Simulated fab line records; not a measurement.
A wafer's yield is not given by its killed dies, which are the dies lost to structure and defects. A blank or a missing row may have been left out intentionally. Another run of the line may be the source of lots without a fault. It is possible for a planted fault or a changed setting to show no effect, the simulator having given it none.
Struck lot and sound lot, side by side -- flow gf180mcu -- 17 out of 602 route steps
Sound: wafers L409.3, L409.5, L409.6. The struck wafers were L423.1, L423.2, L423.3. At the end, the cause is stated.
Order at every step that has rows: each side's tool, ch and its chambers, its first start. Under that, the readings that differ: sound wafers -- struck wafers -- difference of the means -- sigmas: that difference in standard deviations of wafers without a fault.
alike: words and numbers the same on both sides, and readings whose means are apart by under 2 such deviations; not compared: readings that were withheld, readings missing a value for some wafer, numbers with overlapping values and no deviation given by the record, and bounds like >300 which may hide the same value.
The two part at a step that has a row with sigmas, a row that says differs or no value, or rows on one side only. When numbers do not overlap yet have no deviation, they are printed without sigmas and do not part them. A reading missing from all wafers of one side parts the sides only when that side holds two or more wafers.

first, 2 steps without rows for these wafers: GF_MVPSD_IMPLANT_08; GF_MVPSD_IMPLANT_09.
GF_MVPSD_STRIP_10: strips in O2/N2.
  sound on plasma_asher-01 ch 0,1, day 5 14:47; struck on plasma_asher-01 ch 0,1, day 8 23:59
  alike: drypump_motor_current_A, heater_power_w, oes_product_au, strip_time_to_endpoint_s
  not compared: rf_hours_counter_h
GF_MVPSD_TW_MEAS_11:
  sound on film_metro-01, day 5 14:52; struck on film_metro-03, day 9 00:05
  alike: MVPSD_TW
then, 7 steps without rows for these wafers: GF_VT_IMPLANT_DEHYDRATE_00 (time 60 s); GF_VT_IMPLANT_HMDS_01 (prime time 60 s); GF_VT_IMPLANT_COAT_02 (resist thk 1000 nm); GF_VT_IMPLANT_SOFTBAKE_03 (time 60 s); GF_VT_IMPLANT_EXPOSE_04 (exposes mask LVPWELL LV AREA, target cd 600 nm); GF_VT_IMPLANT_PEB_05; GF_VT_IMPLANT_DEVELOP_06 (develop time 60 s).
GF_VT_IMPLANT_OVL_MEAS_07:
  sound on overlay-01, day 6 05:33; struck on overlay-01, day 9 16:02
  alike: VT_IMPLANT_OVL
GF_VT_IMPLANT_IMPLANT_08:
  sound on implanter-04 ch 0, day 6 05:37; struck on implanter-04 ch 0, day 9 16:04
reading,sound,struck,difference,sigmas
implant_ion_amu,49 49 49,75 75 75,+26,
model.implant.drp_nm (nm),9.752 9.752 9.752,7.212 7.212 7.212,-2.540,
model.implant.rp_nm (nm),17.07 17.07 17.07,15.99 15.99 15.99,-1.08,
GF_VT_IMPLANT_STRIP_09: strips in O2/N2.
  sound on plasma_asher-04 ch 0,1, day 6 05:46; struck on plasma_asher-03 ch 0,1, day 9 16:13
  alike: drypump_motor_current_A, heater_power_w, oes_product_au, strip_time_to_endpoint_s
  not compared: rf_hours_counter_h
GF_VT_IMPLANT_TW_MEAS_10:
  sound on film_metro-02, day 6 05:50; struck on film_metro-02, day 9 16:19
reading,sound,struck,difference,sigmas
VT_IMPLANT_TW,568.1 568.6 569.6,934.4 933.5 934.2,+365.3,+99 or more
then, 1 step without rows for these wafers: GF_VT_IMPLANT_DEHYDRATE_11 (time 60 s).
-- the record jumps here: 24 days lie between the struck wafers' starts before and after (it left off in module VT_IMPLANT and takes up again in module PASSIVATION, whose first step shown is number 602 of the route) --
GF_PASSIVATION_PROBE_99:
  record: rows for the struck wafers here (prober-01, day 33 12:59), none for the sound ones

== WHERE THEY PART ==
Earliest at GF_VT_IMPLANT_TW_MEAS_10; latest, in this record, at GF_PASSIVATION_PROBE_99.

WHY: whatever the simulator had introduced
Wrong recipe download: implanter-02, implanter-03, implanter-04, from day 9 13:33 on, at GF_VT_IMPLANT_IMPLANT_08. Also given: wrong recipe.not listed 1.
